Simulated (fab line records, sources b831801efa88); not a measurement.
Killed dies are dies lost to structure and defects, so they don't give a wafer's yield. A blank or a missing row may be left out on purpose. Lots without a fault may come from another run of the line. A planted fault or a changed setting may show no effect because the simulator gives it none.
One fault seen from 2 desks | flow sky130 | each desk has only its own numbers; what lay behind them comes last

THE METROLOGY DESK
What the gauges read, lot by lot, whatever tool the lot ran on: means of the sampled wafers that have a number. A lot is out of limits, marked OUT, if its mean lies more than 4 standard deviations from the usual mean; the brackets give that distance.
Columns: A = cd_nm at SKY_VIA1_CD_MEAS_12, usual 149.7 nm; B = VIA1_OVL at SKY_VIA1_OVL_MEAS_13, usual 1 nm
lot  | first seen here | A     | B
L970 | day 34 15:28    | 150.3 | -7
L979 | day 37 11:34    | 149.0 | 7
L981 | day 38 02:54    | 148.1 | 1
L985 | day 39 11:52    | 151.7 | 0
L990 | day 40 20:55    | 150.2 | 4
This desk's finding: nothing out of limits on any of the 5 lots.

THE TOOL OWNER'S DESK: pvd_sputter-03
The tool's own readings at SKY_VIA1_SPUTTER_20 (material TiN, target thk 20 nm, time 80 s): means of the sampled wafers that have a number, for each lot that ran on this tool. A lot is out of limits, marked OUT, if its mean lies more than 4 standard deviations from the usual mean; the brackets give that distance.
Columns: A = cathode_dc_power_W at SKY_VIA1_SPUTTER_20, usual 3999.9 W; B = throttle_valve_pct at SKY_VIA1_SPUTTER_20, usual 30.2 %
lot  | first seen here | A      | B
L970 | day 34 16:17    | 4000.0 | 30.4
L981 | day 38 03:41    | 4000.2 | 30.2
This desk's finding: nothing out of limits on any of the 2 lots.

PUT TOGETHER
The metrology desk saw nothing out of limits.
The tool owner's desk saw nothing out of limits.

WHAT THE SIMULATOR HAD PUT IN
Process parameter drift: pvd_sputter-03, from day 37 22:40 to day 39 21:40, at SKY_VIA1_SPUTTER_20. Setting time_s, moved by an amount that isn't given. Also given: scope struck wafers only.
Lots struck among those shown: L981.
